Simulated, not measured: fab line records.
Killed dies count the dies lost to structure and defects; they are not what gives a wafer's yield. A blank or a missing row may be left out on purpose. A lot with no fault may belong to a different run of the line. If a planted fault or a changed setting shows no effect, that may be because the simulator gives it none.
A lot that was struck, set against a sound lot || flow sfqLine || 41 steps out of a route of 325
Sound: wafers L555.1, L555.4, L555.5. Wafers struck: L557.2, L557.4, L557.6. The cause is named last.
Each step with rows lists, per side, the tool, then ch with its chambers, then its first start. Under that, the readings that differ: sound wafers || struck wafers || difference of the means || sigmas: that difference in standard deviations of wafers without a fault.
alike: same words and numbers on both sides, and readings whose means sit less than 2 such deviations apart. not compared: any withheld reading, any reading some wafer has no value for, any bound like >300 that may hide the same value, and any number with overlapping values for which the record gives no deviation.
Wherever a step has rows on one side only, a row that says differs or no value, or a row with sigmas, the two part there. When numbers do not overlap yet have no deviation, they are printed without sigmas and do not part them. A reading missing from all wafers of one side parts the sides only when that side holds two or more wafers.

SFQ_I3_OVL_MEAS_923:
  struck on overlay-02, day 39 15:09; sound on overlay-01, day 39 07:39
  alike: I3_OVL
then, 5 steps without rows for these wafers: SFQ_TRILAYER_I3_VIA_BARC_OPEN_VIA_ETCH_121 (etches BARC in O2, target depth 125 nm, time 41.7 s); SFQ_TRILAYER_I3_VIA_ETCH_VIA_ETCH_088 (etches SiO2 in CHF3, stops on Nb, target depth 260 nm); SFQ_TRILAYER_I3_VIA_STRIP_STRIP_089 (strips in O2); SFQ_TRILAYER_I3_VIA_STRIP_SOLV_CLEAN_090 (cleans in NMP, time 600 s); SFQ_TRILAYER_M4_DEP_PRE_CLEAN_092 (time 22.5 s).
SFQ_TRILAYER_M4_DEP_SPUTTER_091: material Nb, target thk 200 nm, time 133.3 s.
  struck on pvdSputter-04, day 39 16:08; sound on pvdSputter-04, day 39 08:39
  alike: resputterCathodeVoltageV, throttleValvePct
SFQ_M4_RS_MEAS_924: a four-point-probe measurement.
  struck on filmMetro-01, day 39 16:15; sound on filmMetro-01, day 39 08:44
  alike: M4_NB_RS
then, 3 steps without rows for these wafers: SFQ_TRILAYER_M4_LITHO_COAT_098 (resist thk 62 nm); SFQ_TRILAYER_M4_LITHO_COAT_093 (resist thk 600 nm); SFQ_TRILAYER_M4_LITHO_SOFTBAKE_097.
-- the record jumps here: 6 days lie between the struck wafers' starts before and after --
SFQ_TRILAYER_M4_LITHO_EXPOSE_094: exposes mask M4, target cd 500 nm.
  sound on krfScanner-01 ch 0, day 44 23:06; struck on krfScanner-01 ch 0, day 45 10:06
{"reading": "exposureDoseMJCm2", "sound": "14.386 14.408 14.388", "struck": "18.839 18.843 18.836", "difference": "+4.445", "sigmas": "+99 or more"}
  alike: mask, reticleTempC
then, 2 steps without rows for these wafers: SFQ_TRILAYER_M4_LITHO_PEB_096 (peb time 60 s); SFQ_TRILAYER_M4_LITHO_DEVELOP_095 (time 60 s).
SFQ_M4_OVL_MEAS_926:
  struck on overlay-01, day 45 11:25; sound on overlay-02, day 45 00:36
{"reading": "M4_OVL (nm)", "sound": "-12 -10 -10", "struck": "7 0 -4", "difference": "+12", "sigmas": "+2"}
SFQ_TRILAYER_M4_BARC_OPEN_METAL_ETCH_123: etches BARC in O2, target depth 125 nm, time 41.7 s.
  sound on rieMetal-04 ch 0,1, day 45 00:38; struck on rieMetal-04 ch 0,1, day 45 11:26
{"reading": "model.M4.cdNm (nm)", "sound": "500.3 499.9 499.3", "struck": "455.8 455.5 456.3", "difference": -44.0, "sigmas": ""}
  alike: drypumpMotorCurrentA, oesProductAu
  not compared: rfHoursCounterH
SFQ_TRILAYER_M4_ETCH_METAL_ETCH_096: etches Nb in Cl2/Ar, stops on SiO2, target depth 240 nm, time 120 s.
  sound on rieMetal-04 ch 0,1, day 45 00:42; struck on rieMetal-04 ch 0,1, day 45 11:30
{"reading": "model.M4.cdNm (nm)", "sound": "501.1 501.1 499.9", "struck": "456.7 456.5 456.1", "difference": -44.3, "sigmas": ""}
  alike: drypumpMotorCurrentA, oesProductAu
  not compared: rfHoursCounterH
SFQ_TRILAYER_M4_STRIP_STRIP_097: strips in O2.
  sound on rieMetal-04 ch 0,1, day 45 00:49; struck on rieMetal-04 ch 0,1, day 45 11:37
  alike: drypumpMotorCurrentA, oesProductAu
  not compared: rfHoursCounterH
then, 1 step without rows for these wafers: SFQ_TRILAYER_M4_STRIP_SOLV_CLEAN_098 (cleans in NMP, time 600 s).
SFQ_TRILAYER_I4_DEP_PECVD_099: deposits SiO2 from SiH4/N2O, time 111.11 s, target thk 500 nm.
  sound on pecvd-01 ch 0,2, day 45 01:37; struck on pecvd-01 ch 0,1,2, day 45 12:25
  alike: heaterPowerW, throttleValvePct
then, 1 step without rows for these wafers: SFQ_TRILAYER_I4_CMP_CMP_100 (polishes SiO2).
SFQ_I4_BOW_MEAS_927:
  struck on filmMetro-04, day 45 15:31; sound on filmMetro-03, day 45 04:41
  alike: I4_BOW
then, 7 steps without rows for these wafers: SFQ_TRILAYER_I4_METRO_MEASURE_101; SFQ_TRILAYER_I4_VIA_LITHO_COAT_108 (resist thk 62 nm); SFQ_TRILAYER_I4_VIA_LITHO_COAT_103 (resist thk 650 nm); SFQ_TRILAYER_I4_VIA_LITHO_SOFTBAKE_107; SFQ_TRILAYER_I4_VIA_LITHO_EXPOSE_104 (exposes mask I4, target cd 700 nm); SFQ_TRILAYER_I4_VIA_LITHO_PEB_106 (peb time 60 s); SFQ_TRILAYER_I4_VIA_LITHO_DEVELOP_105 (time 60 s).
SFQ_I4_OVL_MEAS_928:
  struck on overlay-02, day 46 23:05; sound on overlay-02, day 46 20:41
  alike: I4_OVL
then, 1 step without rows for these wafers: SFQ_TRILAYER_I4_VIA_BARC_OPEN_VIA_ETCH_146 (etches BARC in O2, target depth 125 nm, time 41.7 s).
SFQ_TRILAYER_I4_VIA_ETCH_VIA_ETCH_106: etches SiO2 in CHF3, stops on Nb, target depth 260 nm.
  sound on rieDiel-02 ch 0,1, day 46 20:46; struck on rieDiel-02 ch 0,1, day 46 23:10
  alike: drypumpMotorCurrentA, oesProductAu
then, 3 steps without rows for these wafers: SFQ_TRILAYER_I4_VIA_STRIP_STRIP_107 (strips in O2); SFQ_TRILAYER_I4_VIA_STRIP_SOLV_CLEAN_108 (cleans in NMP, time 600 s); SFQ_TRILAYER_JJ_TRILAYER_DEP_PRE_CLEAN_113 (time 22.5 s).
SFQ_TRILAYER_JJ_TRILAYER_DEP_SPUTTER_109: material Nb, target thk 150 nm, time 100 s.
  struck on pvdSputter-05, day 47 00:05; sound on pvdSputter-03, day 46 21:41
  alike: throttleValvePct
then, 3 steps without rows for these wafers: SFQ_TRILAYER_JJ_TRILAYER_DEP_SPUTTER_110 (material Al, target thk 8 nm, time 10 s); SFQ_TRILAYER_JJ_TRILAYER_DEP_AL_OXIDATION_111 (oxidation time 600 s); SFQ_TRILAYER_JJ_TRILAYER_DEP_SPUTTER_112 (material Nb, target thk 170 nm, time 113.3 s).
SFQ_JJ_RS_MEAS_929: a four-point-probe measurement.
  struck on filmMetro-02, day 47 01:16; sound on filmMetro-01, day 46 22:51
  alike: JJ_NB_RS
-- the record jumps here: 30 days lie between the struck wafers' starts before and after (it left off in module JJ and takes up again in module M8, whose first step shown is number 325 of the route) --
SFQ_M8_BOW_MEAS_951:
  struck on filmMetro-04, day 77 09:25; sound on filmMetro-04, day 76 05:59
{"reading": "model.etest.m4.ohmUm", "sound": "1.779 1.773 1.773", "struck": "1.914 1.94 1.923", "difference": "+0.151", "sigmas": ""}
  alike: M8_BOW

== WHERE THEY PART ==
Earliest at SFQ_TRILAYER_M4_LITHO_EXPOSE_094; latest, in this record, at SFQ_M4_OVL_MEAS_926. Later steps at which nothing parts them and some readings are alike: SFQ_TRILAYER_M4_BARC_OPEN_METAL_ETCH_123, SFQ_TRILAYER_M4_ETCH_METAL_ETCH_096, SFQ_TRILAYER_M4_STRIP_STRIP_097, SFQ_TRILAYER_I4_DEP_PECVD_099, SFQ_I4_BOW_MEAS_927, SFQ_I4_OVL_MEAS_928, SFQ_TRILAYER_I4_VIA_ETCH_VIA_ETCH_106, SFQ_TRILAYER_JJ_TRILAYER_DEP_SPUTTER_109, SFQ_JJ_RS_MEAS_929, SFQ_M8_BOW_MEAS_951.

WHY: what had been put in by the simulator
Process parameters drifting: krfScanner-01 at SFQ_TRILAYER_M4_LITHO_EXPOSE_094, beginning at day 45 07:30. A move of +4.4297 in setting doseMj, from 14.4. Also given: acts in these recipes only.
